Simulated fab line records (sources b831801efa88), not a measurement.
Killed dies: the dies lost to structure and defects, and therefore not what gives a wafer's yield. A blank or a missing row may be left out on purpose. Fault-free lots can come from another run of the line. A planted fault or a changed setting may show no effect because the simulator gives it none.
Which tool was responsible? / flow gf180mcu / 39 wafers from 13 lots sampled at 2 of the route's 602 steps

## WHAT THE GAUGES READ, wafer by wafer
GF_V5_CD_MEAS_14: target cd 260 nm.
lot=L623; measured=day 26 21:08; on=cd_sem-01; cd_nm (nm)=261.1 260.9 261.0
lot=L624; measured=day 27 21:02; on=cd_sem-01; cd_nm (nm)=258.6 258.9 259.2
lot=L625; measured=day 28 10:47; on=cd_sem-02; cd_nm (nm)=260.5 260.9 260.4
lot=L626; measured=day 28 13:07; on=cd_sem-01; cd_nm (nm)=259.4 258.9 260.2
lot=L627; measured=day 28 23:46; on=cd_sem-01; cd_nm (nm)=260.2 260.9 260.7
lot=L628; measured=day 29 08:35; on=cd_sem-02; cd_nm (nm)=259.8 259.9 261.6
lot=L629; measured=day 29 16:40; on=cd_sem-01; cd_nm (nm)=259.0 258.2 258.8
lot=L631; measured=day 30 01:43; on=cd_sem-02; cd_nm (nm)=262.2 261.5 260.7
lot=L632; measured=day 30 02:26; on=cd_sem-01; cd_nm (nm)=259.4 259.3 259.3
lot=L633; measured=day 30 19:07; on=cd_sem-02; cd_nm (nm)=259.3 260.1 260.5
lot=L634; measured=day 31 01:49; on=cd_sem-02; cd_nm (nm)=257.8 259.1 260.0
lot=L637; measured=day 31 17:53; on=cd_sem-01; cd_nm (nm)=258.8 257.7 259.7
lot=L646; measured=day 33 21:32; on=cd_sem-02; cd_nm (nm)=260.2 260.8 260.0

## WHAT TOOL EACH LOT RAN ON (gives the tool, then ch and the chambers of the sampled wafers, and finally the start)
lot=L623; GF_V2_ETCH_17=rie_diel-01 ch 1,2, day 19 17:00
lot=L624; GF_V2_ETCH_17=rie_diel-03 ch 0,1,3, day 21 03:00
lot=L625; GF_V2_ETCH_17=rie_diel-03 ch 0,1,2, day 21 18:00
lot=L626; GF_V2_ETCH_17=rie_diel-02 ch 1,3, day 21 20:00
lot=L627; GF_V2_ETCH_17=rie_diel-02 ch 0,1,3, day 22 12:00
lot=L628; GF_V2_ETCH_17=rie_diel-03 ch 1,2,3, day 22 23:00
lot=L629; GF_V2_ETCH_17=rie_diel-02 ch 0,2,3, day 23 05:00
lot=L631; GF_V2_ETCH_17=rie_diel-03 ch 0,2,3, day 23 16:00
lot=L632; GF_V2_ETCH_17=rie_diel-03 ch 0,1,2, day 23 20:00
lot=L633; GF_V2_ETCH_17=rie_diel-02 ch 0,1, day 24 13:00
lot=L634; GF_V2_ETCH_17=rie_diel-02 ch 1,2,3, day 24 22:00
lot=L637; GF_V2_ETCH_17=rie_diel-02 ch 0,1,3, day 25 19:00
lot=L646; GF_V2_ETCH_17=rie_diel-01 ch 0,1,3, day 27 23:00
- GF_V2_ETCH_17: etches SiO2 in C4F8/O2/Ar, stops on TiN, target depth 630 nm.

## WHAT THE TOOLS THEMSELVES READ (means of the sampled wafers that have a number; where no wafer has one, the mark that the record gives instead)
GF_V2_ETCH_17.
lot=L623; tool=rie_diel-01; oes_product_au (a.u.)=0.860
lot=L624; tool=rie_diel-03; oes_product_au (a.u.)=0.856
lot=L625; tool=rie_diel-03; oes_product_au (a.u.)=0.851
lot=L626; tool=rie_diel-02; oes_product_au (a.u.)=0.855
lot=L627; tool=rie_diel-02; oes_product_au (a.u.)=0.855
lot=L628; tool=rie_diel-03; oes_product_au (a.u.)=0.853
lot=L629; tool=rie_diel-02; oes_product_au (a.u.)=0.855
lot=L631; tool=rie_diel-03; oes_product_au (a.u.)=0.858
lot=L632; tool=rie_diel-03; oes_product_au (a.u.)=0.852
lot=L633; tool=rie_diel-02; oes_product_au (a.u.)=0.858
lot=L634; tool=rie_diel-02; oes_product_au (a.u.)=0.856
lot=L637; tool=rie_diel-02; oes_product_au (a.u.)=0.853
lot=L646; tool=rie_diel-01; oes_product_au (a.u.)=0.854

## THE ANSWER, worked out from the rows above alone
Rule: the lots themselves supply what counts as usual. The widest of any qualifying gaps counts: lots, ordered by their means at a reading, are off when they make up no more than a third of the lots, leave a main group of 4 or more, and stand apart from it by 3 or more times the standard deviation of that group's means. If all means in a main group match to the digits the tables above print for the reading, that group is not used. A lot without any number at a reading at which 4 lots or more have one is off too. Where the step has rows for the other lots, those lots are counted as sound. After the gauges, taken in route order, come the tools' own readings; for these a lot's mean is taken, as printed above. The first step at which some lot is off is used, and at that step the reading that is off furthest; a lot without a number counts as furthest.
No lot is off on any of the readings shown, so nothing can be concluded from this.

## WHAT THE SIMULATOR PUT IN
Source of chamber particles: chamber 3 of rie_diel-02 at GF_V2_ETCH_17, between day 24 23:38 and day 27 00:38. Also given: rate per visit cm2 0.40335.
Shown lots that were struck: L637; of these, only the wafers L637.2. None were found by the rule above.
